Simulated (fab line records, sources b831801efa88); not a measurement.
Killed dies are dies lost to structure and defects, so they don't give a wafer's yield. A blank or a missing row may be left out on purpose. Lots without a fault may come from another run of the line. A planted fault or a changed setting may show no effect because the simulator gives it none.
A struck lot beside a sound one | flow sky130 | 16 steps out of a route of 708
Sound: wafers L272.1, L272.5, L272.6. Struck: wafers L284.3, L284.4, L284.6. The cause comes at the end.
At each step with rows: each side's tool, then ch and its chambers, then its first start. Under that, the readings that differ: sound wafers | struck wafers | difference of the means | sigmas: that difference in standard deviations of wafers without a fault.
alike: readings whose means differ by less than 2 such deviations, and words and numbers that are the same on both sides. not compared: withheld readings, readings that some wafer has no value for, bounds like >300 that may hide the same value, and numbers for which the record gives no deviation and whose values overlap.
The two part at a step that has a row with sigmas, a row that says differs or no value, or rows on one side only. Numbers that don't overlap but have no deviation are shown without sigmas and don't part them. A reading that every wafer of one side lacks parts them only if that side has two wafers or more.

SKY_LDD_P_OVL_MEAS_08:
  sound on overlay-02, day 19 13:38; struck on overlay-01, day 23 20:21
  alike: LDD_P_OVL
then, 1 step without rows for these wafers: SKY_LDD_P_IMPLANT_09.
SKY_LDD_P_STRIP_10: strips in O2/N2.
  sound on plasma_asher-03 ch 0,1, day 19 13:50; struck on plasma_asher-04 ch 0,1, day 23 20:34
  alike: drypump_motor_current_A, oes_product_au, strip_time_to_endpoint_s
  not compared: rf_hours_counter_h
SKY_LDD_P_TW_MEAS_11:
  sound on film_metro-02, day 19 13:56; struck on film_metro-04, day 23 20:39
  alike: LDD_P_TW
then, 7 steps without rows for these wafers: SKY_LDD_HVN_DEHYDRATE_00 (time 60 s); SKY_LDD_HVN_HMDS_01 (prime time 60 s); SKY_LDD_HVN_COAT_02 (resist thk 300 nm); SKY_LDD_HVN_SOFTBAKE_03 (time 60 s); SKY_LDD_HVN_EXPOSE_04 (exposes mask HVNTM, target cd 700 nm); SKY_LDD_HVN_PEB_05; SKY_LDD_HVN_DEVELOP_06 (develop time 60 s).
SKY_LDD_HVN_OVL_MEAS_07:
  sound on overlay-01, day 20 18:57; struck on overlay-01, day 25 01:41
  alike: LDD_HVN_OVL
SKY_LDD_HVN_IMPLANT_08:
  sound on implanter-03 ch 0, day 20 18:59; struck on implanter-03 ch 0, day 25 01:46
  alike: tilt_deg
SKY_LDD_HVN_STRIP_09: strips in O2/N2.
  sound on plasma_asher-03 ch 0,1, day 20 19:08; struck on plasma_asher-01 ch 0,1, day 25 01:53
  alike: drypump_motor_current_A, oes_product_au, strip_time_to_endpoint_s
  not compared: rf_hours_counter_h
SKY_LDD_HVN_TW_MEAS_10:
  sound on film_metro-02, day 20 19:14; struck on film_metro-03, day 25 02:12
  reading    | sound          | struck         | difference | sigmas
  LDD_HVN_TW | 1432 1432 1428 | 1392 1396 1387 | -39        | -4
  not compared: hold
-- the record jumps here: 24 days lie between the struck wafers' starts before and after (it left off in module LDD_HVN and takes up again in module PAD_OPEN, whose first step shown is number 708 of the route) --
SKY_PAD_OPEN_PROBE_99:
  sound on prober-02, day 46 02:46; struck on prober-02, day 48 22:04
  reading                                        | sound             | struck               | difference | sigmas
  model.etest.tip_n_5v.rs_ohm_sq                 | 1390 1389 1401    | 1561 1580 1562       | +174       |
  model.etest.tip_n_5v.rs_ohm_sq_range           | 39.69 42.56 42.26 | 202.2 218.8 219.5    | +172.0     |
  model.etest.tip_n_5v.rs_ohm_sq_rim_less_centre | 18.15 11.56 12.86 | -72.56 -77.03 -92.82 | -94.99     |
  model.etest.nfet_g5v0d10v5.r_on_ohm_um         | 1884 1897 1862    | 1915 1929 1933       | +45        |
  model.etest.nfet_g5v0d10v5.drive_ua_um         | 604.7 600.1 601   | 596.6 589.6 590      | -9.9       |
  alike: killed_at_M0_to_M3, killed_at_M4_up, killed_at_contacts, killed_at_front_end, killed_at_other, killed_dies, killed_open, killed_short
  not compared: model.etest.nfet_g5v0d10v5.vt_sat_v

WHERE THEY PART
Only at SKY_LDD_HVN_TW_MEAS_10, within this record. Later steps at which nothing parts them and some readings are alike: SKY_PAD_OPEN_PROBE_99.

WHY: what the simulator had put in
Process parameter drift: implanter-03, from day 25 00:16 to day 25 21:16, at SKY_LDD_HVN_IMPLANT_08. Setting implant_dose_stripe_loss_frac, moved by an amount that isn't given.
